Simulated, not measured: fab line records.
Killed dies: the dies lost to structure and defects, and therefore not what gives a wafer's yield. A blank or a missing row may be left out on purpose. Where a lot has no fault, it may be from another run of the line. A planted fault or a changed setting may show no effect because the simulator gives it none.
fab line records	flow sky130
record lots=5	wafers=15	lastDay=50
route steps=708 shown NWELL@79 PWDE@84 VT_ADJUST_HVTP@85 VT_ADJUST_LVTN@97 VT_ADJUST_NCORE@119
lots that met no fault: from a run of the same line without faults
startH: hours from the record's opening day to when the first of the lot's shown wafers began	waitH: time in hours since the lot's previous step	" repeats the value in the row above	L1.1+2: one row covering several wafers at once	- either no value or no given start	* or withheld: withheld	< > ~ a bound
route shown NAME@n: a module of which the file shows steps, and the number in the route of the first	usual: mean and standard deviation over wafers with no fault	same: alike in all rows	chamber/n: place in a boat	sites: per-site readings	_std_site: standard deviation across them	_edge_site: mean of outer sites minus mean of inner sites	radiusMm: for every site, how far away it sits from the centre of the wafer	mask NAME#n: copy n	behind: tool/chamber where the wafer was last shaped	hold: why the lot was held/for how many hours/how that ended	device: the transistor (n, p or np) that didn't switch	end of line: at the end of the route, the tests of the same wafers	where a step has no rows: the recipe by itself	killed: dies lost to structure and defects at the first sort, not the wafer's yield	map: a wafer's dies, x killed, . not, _ none there
set.NAME: the setting that was run; set.NAME@STEP: the one run at that earlier step	model.NAME: the simulator's own value behind a step, which no gauge read
lots seen at some steps along the route; tables by step, rows by wafer
services: a tool's chamber out of use, with start hour (startH, from the record's first day; less than 0 if before it), hours out, and reason
## steps
# step SKY_NWELL_TW_MEAS_26
# usual NWELL_2_TW=495/5
lot.wafer	tool	chamber	startH	waitH	NWELL_2_TW
L074.2	filmMetro-03	-	104.70	0.1	488
L074.5	"	-	"	"	489
L074.6	"	-	"	"	490
L085.1	filmMetro-02	-	171.10	0.1	494
L085.5	"	-	"	"	493
L085.6	"	-	"	"	496
L084.1	filmMetro-02	-	171.80	0.1	498
L084.3	"	-	"	"	494
L084.6	"	-	"	"	495
L088.1	filmMetro-02	-	192.84	0.1	492
L088.2	"	-	"	"	495
L088.6	"	-	"	"	493
L096.3	filmMetro-02	-	239.64	0.1	491
L096.4	"	-	"	"	493
L096.6	"	-	"	"	490
# step SKY_NWELL_CLEAN_27
# recipe chemistry=SC1/SC2	mix=1:4:20	tempC=70	timeS=150	dry=n2Spin
# same timeS=150
lot.wafer	tool	chamber	startH	waitH
L074.2+5+6	wetBench-01	0	104.75	0.0
L085.1+5+6	wetBench-02	3	171.16	0.1
L084.1+3+6	wetBench-01	2	171.86	0.1
L088.1+2+6	wetBench-04	2	192.90	0.1
L096.3+4+6	wetBench-04	1	239.68	0.0
# step SKY_NWELL_RTA_28
# recipe tempC=1050	timeS=30	idleTempC=650	rampUpCPerS=150	rampDownCPerS=90	ambient=N2
# usual lampPowerPct=25.30/0.054	rampUpCPerS=150.00/0.029	wafer_temp_C_max=1054.9/0.96
# same timeS=30
lot.wafer	tool	chamber	startH	waitH	lampPowerPct	rampUpCPerS	wafer_temp_C_max
L074.2	rtpAnneal-01	0	104.86	0.0	25.30	149.97	1054.8
L074.5	"	0	"	"	25.32	149.96	1055.4
L074.6	"	0	"	"	25.34	150.00	1053.3
L085.1	rtpAnneal-01	0	171.21	0.0	25.27	150.03	1053.4
L085.5	"	0	"	"	25.33	150.03	1054.7
L085.6	"	0	"	"	25.21	150.03	1055.6
L084.1	rtpAnneal-02	0	171.92	0.0	25.27	150.03	1054.0
L084.3	"	0	"	"	25.28	149.95	1054.6
L084.6	"	0	"	"	25.34	150.02	1054.4
L088.1	rtpAnneal-01	0	192.95	0.0	25.40	150.00	1055.1
L088.2	"	0	"	"	25.33	149.99	1054.5
L088.6	"	0	"	"	25.35	150.01	1055.6
L096.3	rtpAnneal-02	0	239.77	0.0	25.32	150.01	1058.0
L096.4	"	0	"	"	25.26	149.98	1054.7
L096.6	"	0	"	"	25.38	150.02	1054.3
# step SKY_NWELL_RS_MEAS_29
# recipe thkMeasGauge=four-point-probe
# usual NWELL_RS=624.3/1.9
lot.wafer	tool	chamber	startH	waitH	NWELL_RS[ohm/sq]
L074.2	filmMetro-02	-	104.97	0.1	623.2
L074.5	"	-	"	"	624.7
L074.6	"	-	"	"	624.1
L085.1	filmMetro-02	-	171.31	0.1	626.2
L085.5	"	-	"	"	626.5
L085.6	"	-	"	"	626.1
L084.1	filmMetro-03	-	172.02	0.1	627.3
L084.3	"	-	"	"	625.9
L084.6	"	-	"	"	626.3
L088.1	filmMetro-03	-	193.05	0.1	623.6
L088.2	"	-	"	"	623.8
L088.6	"	-	"	"	623.7
L096.3	filmMetro-03	-	239.87	0.1	622.5
L096.4	"	-	"	"	623.1
L096.6	"	-	"	"	624.1
# step SKY_NWELL_RS_MEAS_31
# recipe thkMeasGauge=four-point-probe
# usual PWDE_RS=5273/16
lot.wafer	tool	chamber	startH	waitH	PWDE_RS[ohm/sq]
L074.2	filmMetro-02	-	105.21	0.1	5266
L074.5	"	-	"	"	5263
L074.6	"	-	"	"	5267
L085.1	filmMetro-02	-	171.55	0.1	5271
L085.5	"	-	"	"	5286
L085.6	"	-	"	"	5282
L084.1	filmMetro-03	-	172.26	0.1	5274
L084.3	"	-	"	"	5273
L084.6	"	-	"	"	5264
L088.1	filmMetro-03	-	193.29	0.1	5255
L088.2	"	-	"	"	5290
L088.6	"	-	"	"	5263
L096.3	filmMetro-03	-	240.11	0.1	5246
L096.4	"	-	"	"	5254
L096.6	"	-	"	"	5252
# step SKY_VT_ADJUST_HVTP_DEHYDRATE_00
# recipe tempC=200	timeS=60
# same timeS=60
lot.wafer	tool	chamber	startH	waitH
L074.2+5+6	lithoTrack-04	0	113.13	7.9
L085.1+5+6	lithoTrack-03	0	180.93	9.4
L084.1+3+6	lithoTrack-04	0	182.05	9.8
L088.1+2+6	lithoTrack-04	0	203.25	9.9
L096.3+4+6	lithoTrack-01	0	251.71	11.6
# step SKY_VT_ADJUST_HVTP_HMDS_01
# recipe primeTimeS=60	primeTempC=120
# same primeTimeS=60
lot.wafer	tool	chamber	startH	waitH
L074.2+5+6	lithoTrack-04	0	113.28	0.1
L085.1+5+6	lithoTrack-03	0	181.08	0.1
L084.1+3+6	lithoTrack-04	0	182.20	0.1
L088.1+2+6	lithoTrack-04	0	203.40	0.1
L096.3+4+6	lithoTrack-01	0	251.86	0.1
# step SKY_VT_ADJUST_HVTP_COAT_02
# recipe resist=NOVOLAK	spinRpm=3000	resistThkNm=1140
lot.wafer	tool	chamber	startH	waitH
L074.2+5+6	lithoTrack-04	0	113.43	0.1
L085.1+5+6	lithoTrack-03	0	181.23	0.1
L084.1+3+6	lithoTrack-04	0	182.35	0.1
L088.1+2+6	lithoTrack-04	0	203.55	0.1
L096.3+4+6	lithoTrack-01	0	252.01	0.1
# step SKY_VT_ADJUST_HVTP_SOFTBAKE_03
# recipe tempC=90	timeS=60	resist=NOVOLAK
# same timeS=60
lot.wafer	tool	chamber	startH	waitH
L074.2+5+6	lithoTrack-04	0	113.58	0.1
L085.1+5+6	lithoTrack-03	0	181.38	0.1
L084.1+3+6	lithoTrack-04	0	182.50	0.1
L088.1+2+6	lithoTrack-04	0	203.70	0.1
L096.3+4+6	lithoTrack-01	0	252.16	0.1
# step SKY_VT_ADJUST_HVTP_EXPOSE_04
# recipe maskId=HVTPM	na=0.6	sourceShape=conventional	sigmaOuter=0.6	polarization=unpolarized	targetCdNm=380	doseMj=140
lot.wafer	tool	chamber	startH	waitH	mask
L074.2+5+6	ilineStepper-02	0	-	-	HVTPM#0
L085.1+5+6	ilineStepper-02	0	-	-	HVTPM#0
L084.1+3+6	ilineStepper-01	0	-	-	HVTPM#0
L088.1+2+6	ilineStepper-01	0	-	-	HVTPM#0
L096.3+4+6	ilineStepper-01	0	-	-	HVTPM#0
# step SKY_VT_ADJUST_HVTP_PEB_05
# recipe tempC=withheld	timeS=*	resist=NOVOLAK
# same timeS=*
lot.wafer	tool	chamber	startH	waitH
L074.2+5+6	lithoTrack-01	0	-	-
L085.1+5+6	lithoTrack-03	0	-	-
L084.1+3+6	lithoTrack-04	0	-	-
L088.1+2+6	lithoTrack-03	0	-	-
L096.3+4+6	lithoTrack-03	0	-	-
# step SKY_VT_ADJUST_HVTP_DEVELOP_06
# recipe resist=NOVOLAK	developer=TMAH	developTimeS=60	devTempC=24.09
lot.wafer	tool	chamber	startH	waitH
L074.2+5+6	lithoTrack-01	0	122.29	0.1
L085.1+5+6	lithoTrack-03	0	192.18	0.1
L084.1+3+6	lithoTrack-04	0	193.05	0.1
L088.1+2+6	lithoTrack-03	0	214.43	0.1
L096.3+4+6	lithoTrack-03	0	263.38	0.1
# step SKY_VT_ADJUST_HVTP_CD_MEAS_07
# recipe targetCdNm=380
# usual cdNm=380.9/2.7
lot.wafer	tool	chamber	startH	waitH	cdNm
L074.2	cdSem-01	-	122.43	0.1	380.5
L074.5	"	-	"	"	380.0
L074.6	"	-	"	"	380.2
L085.1	cdSem-01	-	192.35	0.1	380.0
L085.5	"	-	"	"	380.6
L085.6	"	-	"	"	380.7
L084.1	cdSem-01	-	193.20	0.1	384.8
L084.3	"	-	"	"	386.0
L084.6	"	-	"	"	383.0
L088.1	cdSem-02	-	214.58	0.1	376.6
L088.2	"	-	"	"	379.7
L088.6	"	-	"	"	378.8
L096.3	cdSem-02	-	263.52	0.1	381.5
L096.4	"	-	"	"	381.1
L096.6	"	-	"	"	384.7
# step SKY_VT_ADJUST_HVTP_OVL_MEAS_08
# usual VT_ADJUST_HVTP_OVL=-1.3/1.3
lot.wafer	tool	chamber	startH	waitH	VT_ADJUST_HVTP_OVL[nm]
L074.2	overlay-01	-	122.54	0.1	-0.1
L074.5	"	-	"	"	-0.6
L074.6	"	-	"	"	-0.8
L085.1	overlay-01	-	192.47	0.1	-2.0
L085.5	"	-	"	"	-0.9
L085.6	"	-	"	"	-1.9
L084.1	overlay-01	-	193.32	0.1	-2.7
L084.3	"	-	"	"	-1.3
L084.6	"	-	"	"	-1.3
L088.1	overlay-01	-	214.70	0.1	0.1
L088.2	"	-	"	"	-1.5
L088.6	"	-	"	"	-2.6
L096.3	overlay-01	-	263.61	0.1	-3.6
L096.4	"	-	"	"	-1.9
L096.6	"	-	"	"	-2.2
# step SKY_VT_ADJUST_HVTP_IMPLANT_09
# recipe species=As	energyKev=150	doseCm2=4.3e+12	tiltDeg=withheld
lot.wafer	tool	chamber	startH	waitH
L074.2+5+6	implanter-04	0	122.59	0.0
L085.1+5+6	implanter-04	0	192.50	0.0
L084.1+3+6	implanter-01	0	193.36	0.0
L088.1+2+6	implanter-01	0	214.74	0.0
L096.3+4+6	implanter-02	0	263.69	0.1
# step SKY_VT_ADJUST_HVTP_STRIP_10
# recipe chemistry=O2/N2	powerW=1400	pressureMtorr=1500	platenTempC=withheld	o2FlowSccm=3000	n2FlowSccm=300	overashFraction=0.5
# usual drypumpMotorCurrentA=5.6/0.32	oesProductAu=0.715/0.0047	stripTimeToEndpointS=14.16/0.042
lot.wafer	tool	chamber	startH	waitH	drypumpMotorCurrentA	oesProductAu	rfHoursCounterH	stripTimeToEndpointS
L074.2	plasmaAsher-03	0	122.72	0.1	5.7	0.713	1	14.18
L074.5	"	1	"	"	5.5	0.710	-	14.19
L074.6	"	0	"	"	5.7	0.711	-	14.14
L085.1	plasmaAsher-03	0	192.65	0.1	5.7	0.712	7	14.12
L085.5	"	1	"	"	5.5	0.710	-	14.11
L085.6	"	0	"	"	5.7	0.721	-	14.07
L084.1	plasmaAsher-02	1	193.51	0.1	5.7	0.716	38	14.15
L084.3	"	1	"	"	5.8	0.715	-	14.12
L084.6	"	1	"	"	5.7	0.721	-	14.17
L088.1	plasmaAsher-01	1	214.89	0.1	6.3	0.715	54	14.17
L088.2	"	0	"	"	4.8	0.719	54	14.18
L088.6	"	0	"	"	4.8	0.713	-	14.15
L096.3	plasmaAsher-01	1	263.82	0.1	6.2	0.721	-	14.20
L096.4	"	0	"	"	4.8	0.710	-	14.22
L096.6	"	1	"	"	6.2	0.724	-	14.23
# step SKY_VT_ADJUST_HVTP_TW_MEAS_11
# usual VT_ADJUST_HVTP_TW=1345/11
lot.wafer	tool	chamber	startH	waitH	VT_ADJUST_HVTP_TW
L074.2	filmMetro-04	-	122.83	0.1	1359
L074.5	"	-	"	"	1361
L074.6	"	-	"	"	1355
L085.1	filmMetro-03	-	192.75	0.1	1344
L085.5	"	-	"	"	1345
L085.6	"	-	"	"	1346
L084.1	filmMetro-04	-	193.61	0.1	1348
L084.3	"	-	"	"	1346
L084.6	"	-	"	"	1350
L088.1	filmMetro-03	-	214.99	0.1	1334
L088.2	"	-	"	"	1340
L088.6	"	-	"	"	1338
L096.3	filmMetro-03	-	263.91	0.1	1332
L096.4	"	-	"	"	1347
L096.6	"	-	"	"	1335
# step SKY_VT_ADJUST_LVTN_DEHYDRATE_00
# recipe tempC=200	timeS=60
# same timeS=60
lot.wafer	tool	chamber	startH	waitH
L074.2+5+6	lithoTrack-02	0	131.76	8.9
L085.1+5+6	lithoTrack-04	0	202.60	9.8
L084.1+3+6	lithoTrack-03	0	203.73	10.1
L088.1+2+6	lithoTrack-02	0	225.09	10.1
L096.3+4+6	lithoTrack-02	0	275.79	11.9
# step SKY_VT_ADJUST_LVTN_HMDS_01
# recipe primeTimeS=60	primeTempC=120
# same primeTimeS=60
lot.wafer	tool	chamber	startH	waitH
L074.2+5+6	lithoTrack-02	0	131.91	0.1
L085.1+5+6	lithoTrack-04	0	202.75	0.1
L084.1+3+6	lithoTrack-03	0	203.88	0.1
L088.1+2+6	lithoTrack-02	0	225.24	0.1
L096.3+4+6	lithoTrack-02	0	275.94	0.1
# step SKY_VT_ADJUST_LVTN_COAT_02
# recipe spinRpm=2000	resistThkNm=3000
lot.wafer	tool	chamber	startH	waitH
L074.2+5+6	lithoTrack-02	0	132.06	0.1
L085.1+5+6	lithoTrack-04	0	202.90	0.1
L084.1+3+6	lithoTrack-03	0	204.03	0.1
L088.1+2+6	lithoTrack-02	0	225.39	0.1
L096.3+4+6	lithoTrack-02	0	276.09	0.1
# step SKY_VT_ADJUST_LVTN_SOFTBAKE_03
# recipe tempC=110	timeS=withheld
lot.wafer	tool	chamber	startH	waitH
L074.2+5+6	lithoTrack-02	0	132.22	0.1
L085.1+5+6	lithoTrack-04	0	203.05	0.1
L084.1+3+6	lithoTrack-03	0	204.18	0.1
L088.1+2+6	lithoTrack-02	0	225.54	0.1
L096.3+4+6	lithoTrack-02	0	276.25	0.1
# step SKY_VT_ADJUST_LVTN_EXPOSE_04
# recipe maskId=NWM_COMPLEMENT_LESS_NATIVE	na=0.6	sourceShape=conventional	sigmaOuter=0.6	polarization=unpolarized	targetCdNm=840	doseMj=194
lot.wafer	tool	chamber	startH	waitH	mask
L074.2+5+6	ilineStepper-02	0	-	-	NWM_COMPLEMENT_LESS_NATIVE#0
L085.1+5+6	ilineStepper-01	0	-	-	NWM_COMPLEMENT_LESS_NATIVE#0
L084.1+3+6	ilineStepper-02	0	-	-	NWM_COMPLEMENT_LESS_NATIVE#0
L088.1+2+6	ilineStepper-01	0	-	-	NWM_COMPLEMENT_LESS_NATIVE#0
L096.3+4+6	ilineStepper-02	0	-	-	NWM_COMPLEMENT_LESS_NATIVE#0
# step SKY_VT_ADJUST_LVTN_PEB_05
# recipe tempC=115	timeS=withheld
lot.wafer	tool	chamber	startH	waitH
L074.2+5+6	lithoTrack-04	0	-	-
L085.1+5+6	lithoTrack-03	0	-	-
L084.1+3+6	lithoTrack-04	0	-	-
L088.1+2+6	lithoTrack-03	0	-	-
L096.3+4+6	lithoTrack-03	0	-	-
# step SKY_VT_ADJUST_LVTN_DEVELOP_06
# recipe wallAngleDeg=90	developer=TMAH	developTimeS=60	devTempC=23
lot.wafer	tool	chamber	startH	waitH
L074.2+5+6	lithoTrack-04	0	-	-
L085.1+5+6	lithoTrack-03	0	-	-
L084.1+3+6	lithoTrack-04	0	-	-
L088.1+2+6	lithoTrack-03	0	-	-
L096.3+4+6	lithoTrack-03	0	-	-
# step SKY_VT_ADJUST_LVTN_OVL_MEAS_07
# usual VT_ADJUST_LVTN_OVL=0.0/1.2
lot.wafer	tool	chamber	startH	waitH	VT_ADJUST_LVTN_OVL[nm]
L074.2	overlay-01	-	142.21	-	1.1
L074.5	"	-	"	"	-1.3
L074.6	"	-	"	"	0.7
L085.1	overlay-01	-	213.93	-	1.0
L085.5	"	-	"	"	1.9
L085.6	"	-	"	"	1.1
L084.1	overlay-02	-	214.85	-	-1.1
L084.3	"	-	"	"	0.2
L084.6	"	-	"	"	-1.2
L088.1	overlay-01	-	236.48	-	0.0
L088.2	"	-	"	"	-0.2
L088.6	"	-	"	"	-1.7
L096.3	overlay-02	-	288.09	-	1.1
L096.4	"	-	"	"	-0.4
L096.6	"	-	"	"	-1.3
# step SKY_VT_ADJUST_LVTN_IMPLANT_08
# recipe species=B	energyKev=30.24	doseCm2=1.57e+12	tiltDeg=withheld
lot.wafer	tool	chamber	startH	waitH
L074.2+5+6	implanter-01	0	142.26	0.0
L085.1+5+6	implanter-01	0	213.97	0.0
L084.1+3+6	implanter-03	0	214.89	0.0
L088.1+2+6	implanter-03	0	236.52	0.0
L096.3+4+6	implanter-03	0	288.17	0.1
# step SKY_VT_ADJUST_LVTN_STRIP_09
# recipe chemistry=O2/N2	powerW=1400	pressureMtorr=1500	platenTempC=withheld	o2FlowSccm=3000	n2FlowSccm=300	overashFraction=0.5
# usual drypumpMotorCurrentA=6.0/0.35	oesProductAu=0.722/0.0048	stripTimeToEndpointS=36.92/0.11
lot.wafer	tool	chamber	startH	waitH	drypumpMotorCurrentA	oesProductAu	rfHoursCounterH	stripTimeToEndpointS
L074.2	plasmaAsher-02	1	142.39	0.1	5.8	0.728	33	36.96
L074.5	"	0	"	"	5.6	0.724	-	36.90
L074.6	"	1	"	"	5.8	0.718	-	37.00
L085.1	plasmaAsher-04	1	214.12	0.1	6.2	0.721	50	36.90
L085.5	"	0	"	"	6.5	0.718	-	37.06
L085.6	"	1	"	"	6.2	0.723	-	36.93
L084.1	plasmaAsher-02	1	215.04	0.1	5.8	0.726	40	36.75
L084.3	"	0	"	"	5.6	0.719	-	36.81
L084.6	"	0	"	"	5.6	0.723	-	36.81
L088.1	plasmaAsher-03	1	236.67	0.1	5.5	0.719	12	36.81
L088.2	"	0	"	"	5.7	0.719	12	36.87
L088.6	"	1	"	"	5.5	0.723	-	36.92
L096.3	plasmaAsher-04	1	288.30	0.1	6.2	0.721	-	37.12
L096.4	"	0	"	"	6.5	0.715	-	37.01
L096.6	"	0	"	"	6.5	0.727	-	37.01
# step SKY_VT_ADJUST_LVTN_TW_MEAS_10
# usual VT_ADJUST_LVTN_TW=241.1/2.4
lot.wafer	tool	chamber	startH	waitH	VT_ADJUST_LVTN_TW
L074.2	filmMetro-01	-	142.50	0.1	243.5
L074.5	"	-	"	"	243.2
L074.6	"	-	"	"	242.9
L085.1	filmMetro-04	-	214.22	0.1	240.6
L085.5	"	-	"	"	239.4
L085.6	"	-	"	"	241.1
L084.1	filmMetro-01	-	215.14	0.1	243.9
L084.3	"	-	"	"	245.1
L084.6	"	-	"	"	244.6
L088.1	filmMetro-01	-	236.77	0.1	242.9
L088.2	"	-	"	"	242.8
L088.6	"	-	"	"	242.6
L096.3	filmMetro-01	-	288.39	0.1	242.3
L096.4	"	-	"	"	243.5
L096.6	"	-	"	"	242.9
# step SKY_VT_ADJUST_LVTN_DEHYDRATE_11
# recipe tempC=200	timeS=60
# same timeS=60
lot.wafer	tool	chamber	startH	waitH
L074.2+5+6	lithoTrack-04	0	151.13	8.6
L085.1+5+6	lithoTrack-02	0	224.14	9.9
L084.1+3+6	lithoTrack-04	0	225.25	10.1
L088.1+2+6	lithoTrack-02	0	247.84	11.1
L096.3+4+6	lithoTrack-02	0	300.39	12.0
# step SKY_VT_ADJUST_LVTN_HMDS_12
# recipe primeTimeS=60	primeTempC=120
# same primeTimeS=60
lot.wafer	tool	chamber	startH	waitH
L074.2+5+6	lithoTrack-04	0	151.28	0.1
L085.1+5+6	lithoTrack-02	0	224.29	0.1
L084.1+3+6	lithoTrack-04	0	225.40	0.1
L088.1+2+6	lithoTrack-02	0	247.99	0.1
L096.3+4+6	lithoTrack-02	0	300.54	0.1
# step SKY_VT_ADJUST_LVTN_COAT_13
# recipe resist=NOVOLAK	spinRpm=3000	resistThkNm=1140
lot.wafer	tool	chamber	startH	waitH
L074.2+5+6	lithoTrack-04	0	151.43	0.1
L085.1+5+6	lithoTrack-02	0	224.44	0.1
L084.1+3+6	lithoTrack-04	0	225.55	0.1
L088.1+2+6	lithoTrack-02	0	248.14	0.1
L096.3+4+6	lithoTrack-02	0	300.69	0.1
# step SKY_VT_ADJUST_LVTN_SOFTBAKE_14
# recipe tempC=90	timeS=60	resist=NOVOLAK
# same timeS=60
lot.wafer	tool	chamber	startH	waitH
L074.2+5+6	lithoTrack-04	0	151.58	0.1
L085.1+5+6	lithoTrack-02	0	224.59	0.1
L084.1+3+6	lithoTrack-04	0	225.70	0.1
L088.1+2+6	lithoTrack-02	0	248.29	0.1
L096.3+4+6	lithoTrack-02	0	300.84	0.1
# step SKY_VT_ADJUST_LVTN_EXPOSE_15
# recipe maskId=HVN_STD_DERIVED	na=0.6	sourceShape=conventional	sigmaOuter=0.6	polarization=unpolarized	targetCdNm=600	doseMj=163
lot.wafer	tool	chamber	startH	waitH	mask
L074.2+5+6	ilineStepper-02	0	-	-	HVN_STD_DERIVED#0
L085.1+5+6	ilineStepper-01	0	-	-	HVN_STD_DERIVED#0
L084.1+3+6	ilineStepper-02	0	-	-	HVN_STD_DERIVED#0
L088.1+2+6	ilineStepper-01	0	-	-	HVN_STD_DERIVED#0
L096.3+4+6	ilineStepper-01	0	-	-	HVN_STD_DERIVED#0
# step SKY_VT_ADJUST_LVTN_PEB_16
# recipe tempC=withheld	timeS=*	resist=NOVOLAK
# same timeS=*
lot.wafer	tool	chamber	startH	waitH
L074.2+5+6	lithoTrack-04	0	-	-
L085.1+5+6	lithoTrack-03	0	-	-
L084.1+3+6	lithoTrack-03	0	-	-
L088.1+2+6	lithoTrack-02	0	-	-
L096.3+4+6	lithoTrack-02	0	-	-
# step SKY_VT_ADJUST_LVTN_DEVELOP_17
# recipe resist=NOVOLAK	developer=TMAH	developTimeS=60	devTempC=23
lot.wafer	tool	chamber	startH	waitH
L074.2+5+6	lithoTrack-04	0	161.48	0.1
L085.1+5+6	lithoTrack-03	0	235.68	0.1
L084.1+3+6	lithoTrack-03	0	236.63	0.1
L088.1+2+6	lithoTrack-02	0	260.14	0.1
L096.3+4+6	lithoTrack-02	0	313.24	0.1
# step SKY_VT_ADJUST_LVTN_OVL_MEAS_18
# usual VT_ADJUST_LVTN_01_OVL=-1.4/1.6
lot.wafer	tool	chamber	startH	waitH	VT_ADJUST_LVTN_01_OVL[nm]
L074.2	overlay-01	-	161.61	0.1	-4.0
L074.5	"	-	"	"	-5.0
L074.6	"	-	"	"	-4.4
L085.1	overlay-02	-	235.83	0.1	0.9
L085.5	"	-	"	"	0.9
L085.6	"	-	"	"	1.0
L084.1	overlay-02	-	236.78	0.1	-3.1
L084.3	"	-	"	"	-3.1
L084.6	"	-	"	"	-3.1
L088.1	overlay-01	-	260.29	0.1	-1.8
L088.2	"	-	"	"	-1.3
L088.6	"	-	"	"	-3.2
L096.3	overlay-02	-	313.35	0.1	-0.1
L096.4	"	-	"	"	-0.3
L096.6	"	-	"	"	0.0
# step SKY_VT_ADJUST_LVTN_IMPLANT_19
# recipe species=B	energyKev=30	doseCm2=6.5e+11	tiltDeg=withheld
lot.wafer	tool	chamber	startH	waitH
L074.2+5+6	implanter-02	0	161.66	0.0
L085.1+5+6	implanter-02	0	235.87	0.0
L084.1+3+6	implanter-01	0	236.82	0.0
L088.1+2+6	implanter-01	0	260.32	0.0
L096.3+4+6	implanter-01	0	313.42	0.1
# step SKY_VT_ADJUST_LVTN_STRIP_20
# recipe chemistry=O2/N2	powerW=1400	pressureMtorr=1500	platenTempC=withheld	o2FlowSccm=3000	n2FlowSccm=300	overashFraction=0.5
# usual drypumpMotorCurrentA=6.1/0.35	oesProductAu=0.716/0.0046	stripTimeToEndpointS=14.18/0.032
lot.wafer	tool	chamber	startH	waitH	drypumpMotorCurrentA	oesProductAu	rfHoursCounterH	stripTimeToEndpointS
L074.2	plasmaAsher-02	0	161.79	0.1	5.6	0.712	35	14.18
L074.5	"	0	"	"	5.6	0.718	-	14.15
L074.6	"	1	"	"	5.8	0.714	-	14.17
L085.1	plasmaAsher-03	0	236.02	0.1	5.8	0.719	12	14.21
L085.5	"	1	"	"	5.5	0.715	-	14.22
L085.6	"	0	"	"	5.8	0.711	-	14.21
L084.1	plasmaAsher-04	1	236.97	0.1	6.2	0.705	52	14.15
L084.3	"	0	"	"	6.4	0.715	-	14.18
L084.6	"	0	"	"	6.5	0.715	-	14.17
L088.1	plasmaAsher-02	0	260.47	0.1	5.6	0.717	44	14.17
L088.2	"	1	"	"	5.7	0.712	44	14.20
L088.6	"	0	"	"	5.6	0.713	-	14.18
L096.3	plasmaAsher-04	0	313.56	0.1	6.5	0.717	-	14.21
L096.4	"	1	"	"	6.2	0.718	-	14.18
L096.6	"	1	"	"	6.2	0.720	-	14.19
# step SKY_VT_ADJUST_LVTN_TW_MEAS_21
# usual VT_ADJUST_LVTN_2_TW=186.9/2
lot.wafer	tool	chamber	startH	waitH	VT_ADJUST_LVTN_2_TW
L074.2	filmMetro-01	-	161.90	0.1	189.4
L074.5	"	-	"	"	189.0
L074.6	"	-	"	"	190.0
L085.1	filmMetro-04	-	236.12	0.1	187.7
L085.5	"	-	"	"	188.8
L085.6	"	-	"	"	188.5
L084.1	filmMetro-04	-	237.07	0.1	187.7
L084.3	"	-	"	"	189.8
L084.6	"	-	"	"	187.8
L088.1	filmMetro-03	-	260.57	0.1	185.4
L088.2	"	-	"	"	185.4
L088.6	"	-	"	"	185.6
L096.3	filmMetro-03	-	313.64	0.1	185.4
L096.4	"	-	"	"	184.9
L096.6	"	-	"	"	185.2
# step SKY_VT_ADJUST_NCORE_DEHYDRATE_00
# recipe tempC=200	timeS=60
# same timeS=60
lot.wafer	tool	chamber	startH	waitH
L074.2+5+6	lithoTrack-01	0	171.54	9.6
L085.1+5+6	lithoTrack-02	0	246.59	10.5
L084.1+3+6	lithoTrack-01	0	248.31	11.2
L088.1+2+6	lithoTrack-03	0	272.23	11.6
L096.3+4+6	lithoTrack-01	0	326.76	13.1
# step SKY_VT_ADJUST_NCORE_HMDS_01
# recipe primeTimeS=60	primeTempC=120
# same primeTimeS=60
lot.wafer	tool	chamber	startH	waitH
L074.2+5+6	lithoTrack-01	0	171.69	0.1
L085.1+5+6	lithoTrack-02	0	246.74	0.1
L084.1+3+6	lithoTrack-01	0	248.46	0.1
L088.1+2+6	lithoTrack-03	0	272.38	0.1
L096.3+4+6	lithoTrack-01	0	326.91	0.1
# step SKY_VT_ADJUST_NCORE_COAT_02
# recipe resist=NOVOLAK	spinRpm=3000	resistThkNm=1140
lot.wafer	tool	chamber	startH	waitH
L074.2+5+6	lithoTrack-01	0	171.84	0.1
L085.1+5+6	lithoTrack-02	0	246.89	0.1
L084.1+3+6	lithoTrack-01	0	248.61	0.1
L088.1+2+6	lithoTrack-03	0	272.53	0.1
L096.3+4+6	lithoTrack-01	0	327.06	0.1
# step SKY_VT_ADJUST_NCORE_SOFTBAKE_03
# recipe tempC=90	timeS=60	resist=NOVOLAK
# same timeS=60
lot.wafer	tool	chamber	startH	waitH
L074.2+5+6	lithoTrack-01	0	171.99	0.1
L085.1+5+6	lithoTrack-02	0	247.04	0.1
L084.1+3+6	lithoTrack-01	0	248.76	0.1
L088.1+2+6	lithoTrack-03	0	272.68	0.1
L096.3+4+6	lithoTrack-01	0	327.21	0.1
## services
tool	chamber	startH	hours	kind
ilineStepper-02	-	83.17	4.4	pm
implanter-03	-	88.67	1.4	repair
implanter-01	-	89.17	6.4	repair
wetBench-02	-	89.38	0.8	repair
implanter-03	-	90.19	2.7	repair
ilineStepper-02	-	92.57	2.1	pm
implanter-04	-	104.99	5.1	pm
plasmaAsher-03	-	108.75	9.0	pm
wetBench-04	-	138.08	4.7	repair
implanter-03	-	161.51	3.2	repair
lithoTrack-04	-	161.99	-	consumableReplace:filter
ilineStepper-01	-	166.14	1.3	repair
implanter-03	-	192.66	6.0	pm
ilineStepper-01	-	253.32	1.7	pm
ilineStepper-02	-	263.15	2.5	repair
implanter-02	-	264.32	3.3	repair
implanter-04	-	265.53	5.2	repair
ilineStepper-02	-	280.30	1.7	pm
ilineStepper-01	-	288.07	4.4	pm
ilineStepper-02	-	294.80	8.9	pm
plasmaAsher-02	-	301.22	18.8	pm
implanter-03	-	304.49	5.6	pm
implanter-01	-	305.36	0.9	repair
plasmaAsher-02	-	320.17	10.7	repair
## key
fault none
